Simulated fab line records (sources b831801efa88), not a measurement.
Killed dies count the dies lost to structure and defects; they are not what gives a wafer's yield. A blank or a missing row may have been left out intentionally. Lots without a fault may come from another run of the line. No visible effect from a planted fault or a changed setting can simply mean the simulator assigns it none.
8D (eight disciplines) problem report, filled in by code	flow sky130	the parts of the form that need people (team, actions taken, sign-off) are left out

== 1. WHAT IS WRONG ==
SD_N_OVL at SKY_SD_N_OVL_MEAS_08 reads a mean of -101.5 nm on 12 wafers of 4 lots; wafers without a fault read 1.1 nm with a standard deviation of 1.6. Measured from the usual mean, that is -64 standard deviations.
Earliest sighting: wafer L623.1 on overlay-01 at day 31 06:00. The record holds 36 wafers of 12 lots with a number at this step. By rule, "out" or "out of limits" means more than 4 standard deviations away from the usual mean. Any other wafer with a number is counted as sound.

== 2. WHAT IT IS AND WHAT IT IS NOT ==
question	is	is not
which readings at this step	SD_N_OVL	-
which lots	L623, L624, L625, L626	L616, L618, L619, L620, L621, L634, L636, L638
which wafers of those lots	all that have a number	-
read on which gauges	overlay-01, overlay-02	-
when	from day 31 06:00	up to then (15 sound wafers); but 9 sound wafers of L634, L636, L638 came after

== 3. SUSPECTS, AND WHAT RULES EACH OUT ==
Counting: a tool at any process step up to the reading remains a suspect when it ran all the lots that are out and ran no sound lot after the first of those.
- the gauge at SKY_SD_N_OVL_MEAS_08 is ruled out. 2 gauges (overlay-01, overlay-02) read the wafers that are out.
- iline_stepper-02 at SKY_SD_N_EXPOSE_04 (exposes mask NSDM, target cd 380 nm): kept. All lots that are out passed through it, beginning with L623 at day 30 16:54, and no sound lot followed; its final sound lot before that point was L619 at day 29 00:21.
Remaining after the count: iline_stepper-02 at SKY_SD_N_EXPOSE_04.

== 4. THE CAUSE (what the simulator had put in) ==
Scanner matching overlay: iline_stepper-02, from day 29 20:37 on, at SKY_SD_N_EXPOSE_04. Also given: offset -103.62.
The count eliminated every tool but this one.

== 5. THE CHAIN OF EFFECTS, in route order ==
Each row: a reading where the mean over the struck wafers with a number is more than 3 standard deviations away from the usual. Readings are gone through only where the record gives a usual standard deviation; hours: the median, over the lots, of the time from a lot's start at the first step in this table giving one to that lot's start at this step; sigmas: the change measured in usual standard deviations.
hours	step	reading	usual	on struck wafers	change	sigmas
0	SKY_SD_N_OVL_MEAS_08	SD_N_OVL	1.1 nm	-101.5	-102.6	-64

== 6. WHAT WOULD HAVE CAUGHT IT SOONER ==
In this record the first reading out of limits at a measuring or inspecting step was taken at day 31 06:00, 33 hours after the fault began at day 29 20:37.
Of the lots that are out (4), L625, L626 began SKY_SD_N_EXPOSE_04 on iline_stepper-02 after day 31 06:00. A hold on the tool at that time would have spared those 2.
